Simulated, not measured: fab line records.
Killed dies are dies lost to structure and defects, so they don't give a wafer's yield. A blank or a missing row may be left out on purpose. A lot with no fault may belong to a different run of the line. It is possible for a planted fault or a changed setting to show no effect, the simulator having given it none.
Which tool is to blame? / flow gf180mcu / Sampling: 14 lots, 42 wafers, 3 of 602 route steps

== WHAT EACH GAUGE READ, for each wafer ==
GF_NSD_TW_MEAS_12.
lot=L812; measured=day 13 19:09; on=film_metro-04; NSD_TW=4282 4238 4258
lot=L813; measured=day 14 00:18; on=film_metro-02; NSD_TW=4304 4326 4294
lot=L815; measured=day 14 23:07; on=film_metro-02; NSD_TW=4324 4306 4324
lot=L817; measured=day 15 12:24; on=film_metro-02; NSD_TW=4309 4315 4306
lot=L816; measured=day 15 13:19; on=film_metro-03; NSD_TW=4351 4355 4345
lot=L819; measured=day 16 05:57; on=film_metro-02; NSD_TW=4300 4294 4313
lot=L820; measured=day 16 14:32; on=film_metro-02; NSD_TW=4326 4299 4315
lot=L821; measured=day 16 22:32; on=film_metro-03; NSD_TW=4303 4270 4280
lot=L824; measured=day 17 23:36; on=film_metro-03; NSD_TW=4348 4313 4308
lot=L825; measured=day 18 05:03; on=film_metro-02; NSD_TW=4313 4315 4334
lot=L832; measured=day 20 12:11; on=film_metro-04; NSD_TW=4242 4222 4216
lot=L833; measured=day 21 02:45; on=film_metro-04; NSD_TW=4286 4274 4272
lot=L834; measured=day 21 08:50; on=film_metro-04; NSD_TW=4253 4260 4258
lot=L835; measured=day 21 13:32; on=film_metro-04; NSD_TW=4235 4254 4283

GF_CONTACT_THK_MEAS_03.
lot=L812; measured=day 15 16:57; on=film_metro-01; CONTACT_CVD_02_THK (nm)=865 865 871
lot=L813; measured=day 15 21:53; on=film_metro-01; CONTACT_CVD_02_THK (nm)=863 848 862
lot=L815; measured=day 16 22:41; on=film_metro-01; CONTACT_CVD_02_THK (nm)=862 875 869
lot=L817; measured=day 17 11:55; on=film_metro-03; CONTACT_CVD_02_THK (nm)=865 872 879
lot=L816; measured=day 17 15:37; on=film_metro-02; CONTACT_CVD_02_THK (nm)=871 868 853
lot=L819; measured=day 18 05:25; on=film_metro-03; CONTACT_CVD_02_THK (nm)=851 848 865
lot=L820; measured=day 18 14:46; on=film_metro-03; CONTACT_CVD_02_THK (nm)=852 850 870
lot=L821; measured=day 18 22:52; on=film_metro-03; CONTACT_CVD_02_THK (nm)=847 858 871
lot=L824; measured=day 20 02:00; on=film_metro-03; CONTACT_CVD_02_THK (nm)=867 868 874
lot=L825; measured=day 20 07:02; on=film_metro-03; CONTACT_CVD_02_THK (nm)=849 859 865
lot=L832; measured=day 22 13:10; on=film_metro-01; CONTACT_CVD_02_THK (nm)=846 852 852
lot=L833; measured=day 23 04:22; on=film_metro-01; CONTACT_CVD_02_THK (nm)=836 845 840
lot=L834; measured=day 23 09:31; on=film_metro-01; CONTACT_CVD_02_THK (nm)=863 872 866
lot=L835; measured=day 23 13:33; on=film_metro-03; CONTACT_CVD_02_THK (nm)=849 854 862

== WHICH TOOL RAN EACH LOT (tool, then ch and the chambers of the sampled wafers, then the start) ==
lot=L812; GF_CONTACT_CVD_02=pecvd-04 ch 0,1, day 15 16:52
lot=L813; GF_CONTACT_CVD_02=pecvd-03 ch 0,1,2, day 15 21:49
lot=L815; GF_CONTACT_CVD_02=pecvd-04 ch 0,1, day 16 22:36
lot=L817; GF_CONTACT_CVD_02=pecvd-03 ch 0,1,2, day 17 11:50
lot=L816; GF_CONTACT_CVD_02=pecvd-01 ch 0,1,2, day 17 15:33
lot=L819; GF_CONTACT_CVD_02=pecvd-04 ch 0,1,2, day 18 05:20
lot=L820; GF_CONTACT_CVD_02=pecvd-03 ch 0,1, day 18 14:41
lot=L821; GF_CONTACT_CVD_02=pecvd-04 ch 0,1,2, day 18 22:47
lot=L824; GF_CONTACT_CVD_02=pecvd-04 ch 1,2, day 20 01:55
lot=L825; GF_CONTACT_CVD_02=pecvd-01 ch 0,1,2, day 20 06:57
lot=L832; GF_CONTACT_CVD_02=pecvd-03 ch 0,1,2, day 22 13:05
lot=L833; GF_CONTACT_CVD_02=pecvd-01 ch 0,1, day 23 04:16
lot=L834; GF_CONTACT_CVD_02=pecvd-04 ch 1,2, day 23 09:26
lot=L835; GF_CONTACT_CVD_02=pecvd-03 ch 0,1, day 23 13:28
- GF_CONTACT_CVD_02: deposits SiO2 from TEOS, target thk 860 nm, time 95.992 s.

== AS READ BY THE TOOLS THEMSELVES (means over the sampled wafers that have a number; for cases with no such wafer, the mark the record gives instead) ==
GF_CONTACT_CVD_02.
lot=L812; tool=pecvd-04; heater_power_w (W)=657
lot=L813; tool=pecvd-03; heater_power_w (W)=685
lot=L815; tool=pecvd-04; heater_power_w (W)=606
lot=L817; tool=pecvd-03; heater_power_w (W)=652
lot=L816; tool=pecvd-01; heater_power_w (W)=591
lot=L819; tool=pecvd-04; heater_power_w (W)=647
lot=L820; tool=pecvd-03; heater_power_w (W)=718
lot=L821; tool=pecvd-04; heater_power_w (W)=629
lot=L824; tool=pecvd-04; heater_power_w (W)=588
lot=L825; tool=pecvd-01; heater_power_w (W)=635
lot=L832; tool=pecvd-03; heater_power_w (W)=751
lot=L833; tool=pecvd-01; heater_power_w (W)=720
lot=L834; tool=pecvd-04; heater_power_w (W)=660
lot=L835; tool=pecvd-03; heater_power_w (W)=695

== THE ANSWER, worked out from the rows above alone ==
Rule: what is usual is taken from the lots themselves. Put in order of their means at a reading, lots are off if they are a third of the lots or fewer, leave a main group of 4 or more, and stand apart from it by a gap of 3 or more times the standard deviation of the main group's means; of several such gaps the widest counts. A main group is skipped when, at the precision printed for the reading in the tables above, its means are all equal. Also off: a lot with no number at a reading for which 4 or more lots have one. Any other lot the step has rows for is counted as sound. After the gauges, taken in route order, come the tools' own readings; for these a lot's mean is taken, as printed above. At the first step where some lot is off, the reading lying furthest off is the one used; lots without a number count as furthest.
Across all readings shown, no lot is off: no conclusion can be drawn from this.

== WHAT HAD BEEN PUT IN BY THE SIMULATOR ==
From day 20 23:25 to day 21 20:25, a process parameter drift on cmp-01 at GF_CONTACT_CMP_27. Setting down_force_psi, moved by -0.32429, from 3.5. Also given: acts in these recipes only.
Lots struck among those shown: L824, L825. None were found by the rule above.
